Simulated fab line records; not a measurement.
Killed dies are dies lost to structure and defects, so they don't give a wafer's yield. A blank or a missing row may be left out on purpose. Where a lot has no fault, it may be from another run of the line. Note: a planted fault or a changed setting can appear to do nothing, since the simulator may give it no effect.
The same fault as seen by 2 desks || flow gf180mcu || what lay behind the numbers comes last; until then each desk has only its own

AT THE METROLOGY DESK
Means of the sampled wafers that have a number, per lot and without regard to the tool the lot ran on: this is what the gauges read. If a lot's mean is further than 4 standard deviations from the usual mean, the lot is out of limits and carries the mark OUT (the distance appears in the brackets).
Columns: A = TOP_METAL_OVL at GF_TOP_METAL_OVL_MEAS_15, usual 0.5 nm; B = PASSIVATION_CVD_00_THK at GF_PASSIVATION_THK_MEAS_01, usual 996 nm
{"lot": "L902", "first seen here": "day 28 00:37", "A": 0.0, "B": 996}
{"lot": "L903", "first seen here": "day 28 14:10", "A": 1.8, "B": 994}
{"lot": "L904", "first seen here": "day 28 22:17", "A": 0.6, "B": 998}
{"lot": "L905", "first seen here": "day 29 06:40", "A": 2.0, "B": 995}
{"lot": "L907", "first seen here": "day 30 00:52", "A": -0.2, "B": "925 (-5.9) OUT"}
{"lot": "L909", "first seen here": "day 30 12:55", "A": 1.5, "B": "865 (-11) OUT"}
{"lot": "L917", "first seen here": "day 33 02:46", "A": 1.2, "B": 991}
{"lot": "L918", "first seen here": "day 33 06:49", "A": 0.9, "B": 1008}
{"lot": "L920", "first seen here": "day 33 14:52", "A": 1.1, "B": 1001}
{"lot": "L923", "first seen here": "day 34 02:19", "A": 1.1, "B": 1004}
{"lot": "L924", "first seen here": "day 34 10:05", "A": 0.7, "B": 995}
Per this desk, out of limits: L907, L909; the first was L907, day 30 01:44 (PASSIVATION_CVD_00_THK at GF_PASSIVATION_THK_MEAS_01). L902, L903, L904, L905, L917, L918, L920, L923, L924 stayed within limits.

DESK OF THE TOOL OWNER: pecvd-01
The tool's own readings at GF_PASSIVATION_CVD_00 (deposits SiO2 from TEOS, target thk 1000 nm, time 111.95 s): means of the sampled wafers that have a number, for each lot that ran on this tool. If a lot's mean is further than 4 standard deviations from the usual mean, the lot is out of limits and carries the mark OUT (the distance appears in the brackets).
Columns: A = heater_power_w at GF_PASSIVATION_CVD_00, usual 663 W; B = run_length_s at GF_PASSIVATION_CVD_00, usual 139.8 s; C = susceptor_temp_C at GF_PASSIVATION_CVD_00, usual 400.02 C
{"lot": "L904", "first seen here": "day 28 23:02", "A": 618, "B": 140.1, "C": 399.90}
{"lot": "L905", "first seen here": "day 29 07:25", "A": 663, "B": 139.9, "C": 400.02}
{"lot": "L907", "first seen here": "day 30 01:39", "A": 710, "B": "132.9 (-14) OUT", "C": 400.06}
{"lot": "L909", "first seen here": "day 30 13:41", "A": 720, "B": "125.6 (-28) OUT", "C": 400.47}
{"lot": "L917", "first seen here": "day 33 03:32", "A": 680, "B": 140.1, "C": 400.09}
This desk finds L907, L909 out of limits, L907 being first, at day 30 01:39 (run_length_s at GF_PASSIVATION_CVD_00). L904, L905, L917 stayed within limits.

PUT TOGETHER
On L907, L909, at day 30 01:39, an alarm was possible from the tool owner's desk.
L907, L909 would have let the metrology desk raise an alarm at day 30 01:44.
On pecvd-01, each named lot ran GF_PASSIVATION_CVD_00.

WHAT WAS PUT IN BY THE SIMULATOR
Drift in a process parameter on pecvd-01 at GF_PASSIVATION_CVD_00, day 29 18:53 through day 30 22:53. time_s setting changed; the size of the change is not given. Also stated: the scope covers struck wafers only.
Struck lots among those shown: L907, L909.
Time in hours from fault onset to the first out-of-limits reading at each desk: tool owner's desk 7, metrology desk 7.
